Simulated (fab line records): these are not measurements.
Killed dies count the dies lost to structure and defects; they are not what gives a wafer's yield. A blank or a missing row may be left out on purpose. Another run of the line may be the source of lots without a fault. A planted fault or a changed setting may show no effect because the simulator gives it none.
Code-filled problem report in 8D (eight disciplines) form || flow sfq-line || the parts of the form that need people (team, actions taken, sign-off) are left out

## 1. WHAT IS WRONG
Wafers free of any fault read -1 nm (standard deviation 4.5) for I1_OVL at SFQ_I1_OVL_MEAS_913, against a mean of 62 nm on 12 wafers of 4 lots. Relative to the usual mean, that is a shift of +14 standard deviations.
Earliest sighting: wafer L413.2 on overlay-01 at day 36 13:32. The record holds 48 wafers of 16 lots with a number at this step. Rule for "out" (also "out of limits"): further than 4 standard deviations from the usual mean. The rest of the wafers with a number are treated as sound.

## 2. WHAT IT IS, WHAT IT ISN'T
{"question": "which readings at this step", "is": "I1_OVL", "is not": "-"}
{"question": "which lots", "is": "L413, L414, L415, L416", "is not": "L399, L400, L401, L402, L405, L407, L408, L410, L411, L412, L421, L422"}
{"question": "which wafers of those lots", "is": "all that have a number", "is not": "-"}
{"question": "read on which gauges", "is": "overlay-01, overlay-02", "is not": "-"}
{"question": "when", "is": "from day 36 13:32", "is not": "up to then (30 sound wafers); but 6 sound wafers of L421, L422 came after"}

## 3. THE SUSPECTS, EACH WITH WHAT RULES IT OUT
Counting: any tool at a process step up to the reading is kept as a suspect provided that every lot that is out went through it and no sound lot did after the first of them.
- the gauge at SFQ_I1_OVL_MEAS_913 is ruled out. The wafers that are out were read on 2 gauges (overlay-01, overlay-02).
- krf-scanner-01 at SFQ_TRILAYER_I1_VIA_LITHO_EXPOSE_050 (exposes mask I1, target cd 500 nm): kept. It processed each lot that is out, first L413 at day 36 12:13, and no sound lot thereafter; up to then, the last sound lot it processed was L412 at day 35 09:37.
After counting, what remains is krf-scanner-01 at SFQ_TRILAYER_I1_VIA_LITHO_EXPOSE_050.

## 4. THE CAUSE (what the simulator had put in)
Scanner matching overlay: krf-scanner-01, from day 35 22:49 on, at SFQ_TRILAYER_I1_VIA_LITHO_EXPOSE_050. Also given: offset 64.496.
Counting left only this tool.

## 5. THE CHAIN OF EFFECTS, in route order
Rows list readings where the struck wafers' mean (over those with a number) sits beyond 3 standard deviations from the usual. Scope: only readings with a usual standard deviation given in the record; hours: median across lots of the time from each lot's start at the first step in this table that gives one to its start at this step; sigmas: change in usual standard deviations.
{"hours": 0, "step": "SFQ_I1_OVL_MEAS_913", "reading": "I1_OVL", "usual": "-1 nm", "on struck wafers": 62, "change": "+63", "sigmas": "+14"}
At these later measuring or inspecting steps, every struck wafer for which the step has a row has a number for every such reading, and none has moved that far: SFQ_I2_BOW_MEAS_917.

## 6. WHAT WOULD HAVE CAUGHT IT SOONER
The first out-of-limits reading at a measuring or inspecting step in this record came at day 36 13:32, 15 hours after the fault's start at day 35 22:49.
Lots out: 4; of these, L414, L415, L416 started SFQ_TRILAYER_I1_VIA_LITHO_EXPOSE_050 on krf-scanner-01 after day 36 13:32. A hold on the tool at that time would have spared those 3.
